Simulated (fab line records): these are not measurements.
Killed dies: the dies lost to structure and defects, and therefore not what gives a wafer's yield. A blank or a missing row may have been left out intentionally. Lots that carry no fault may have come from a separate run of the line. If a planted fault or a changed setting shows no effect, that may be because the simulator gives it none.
8D (eight disciplines) problem report, filled in by code    flow gf180mcu    the parts of the form that need people (team, actions taken, sign-off) are left out

1. THE PROBLEM
Wafers without a fault read 3000.1 W, standard deviation 0.58; cathode_dc_power_W at GF_M4_SPUTTER_03 reads a mean of 2855.9 W on 9 wafers belonging to 3 lots. That is -99 or more standard deviations from the usual mean.
The step: material Ti, target thk 10 nm, time 6.7 s.
The first sign was on wafer L836.1 at day 26 22:08, on pvd_sputter-04. The record has a number at this step for 21 wafers belonging to 7 lots. Rule for "out" (also "out of limits"): further than 4 standard deviations from the usual mean. All remaining wafers that have a number are taken as sound.

2. WHAT IT IS, AND WHAT IT ISN'T
question                     is                      is not
which readings at this step  cathode_dc_power_W      throttle_valve_pct
which lots                   L836, L837, L838        L826, L834, L845, L846
which wafers of those lots   all that have a number  -
read on which tools          pvd_sputter-04          pvd_sputter-02, pvd_sputter-03
when                         from day 26 22:08       up to then (6 sound wafers); but 6 sound wafers of L845, L846 came after

3. THE SUSPECTS, EACH WITH WHAT RULES IT OUT
Counting: any tool at a process step up to the reading is kept as a suspect provided that every lot that is out went through it and no sound lot did after the first of them.
- pvd_sputter-03 at GF_V3_SPUTTER_21 (material Ti, target thk 15 nm, time 80.02 s): ruled out as a lasting fault. After its first lot that is out, L836 (day 26 21:16), sound lots L846 ran on it.
- pvd_sputter-03 at GF_V3_SPUTTER_22 (material TiN, target thk 10 nm, time 40 s): ruled out as a lasting fault. After its first lot that is out, L836 (day 26 21:20), sound lots L846 ran on it.
- pvd_sputter-04 at GF_M4_SPUTTER_00 (material Ti, target thk 37.5 nm, time 150 s): kept. All lots that are out passed through it, beginning with L836 at day 26 21:58, and no sound lot followed; its final sound lot before that point was L834 at day 26 05:05.
- pvd_sputter-04 at GF_M4_SPUTTER_01 (material TiN, target thk 30 nm, time 25 s): kept. All lots that are out passed through it, beginning with L836 at day 26 22:04, and no sound lot followed; its final sound lot before that point was L834 at day 26 05:11.
- pvd_sputter-04 at GF_M4_SPUTTER_03 (material Ti, target thk 10 nm, time 6.7 s): kept. All lots that are out passed through it, beginning with L836 at day 26 22:08, and no sound lot followed; its final sound lot before that point was L834 at day 26 05:14. Its own cathode_dc_power_W readings are out on those wafers.
After the count, these remain: pvd_sputter-04 at GF_M4_SPUTTER_00, pvd_sputter-04 at GF_M4_SPUTTER_01 and pvd_sputter-04 at GF_M4_SPUTTER_03.

4. THE CAUSE (what the simulator had put in)
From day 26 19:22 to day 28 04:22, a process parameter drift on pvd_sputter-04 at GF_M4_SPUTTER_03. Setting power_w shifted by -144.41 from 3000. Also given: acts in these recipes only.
Counting leaves 3 suspects; this tool is one of them.

5. THE EFFECT CHAIN, in route order
One row per reading whose mean, taken over the struck wafers that have a number, lies over 3 standard deviations from the usual. Only readings for which the record gives a usual standard deviation are gone through. hours: the time from each lot's start at the first step in this table that gives one to its start at this step, as a median over the lots. sigmas: the change in usual standard deviations.
hours  step              reading             usual     on struck wafers  change  sigmas
0      GF_M4_SPUTTER_03  cathode_dc_power_W  3000.1 W  2855.9            -144.2  -99 or more
It contains these process steps:
- GF_M4_SPUTTER_03: material Ti, target thk 10 nm, time 6.7 s.

6. HOW IT WOULD HAVE BEEN CAUGHT EARLIER
The fault began at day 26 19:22; the first out-of-limits reading in this record came at day 26 22:08, 3 hours later.
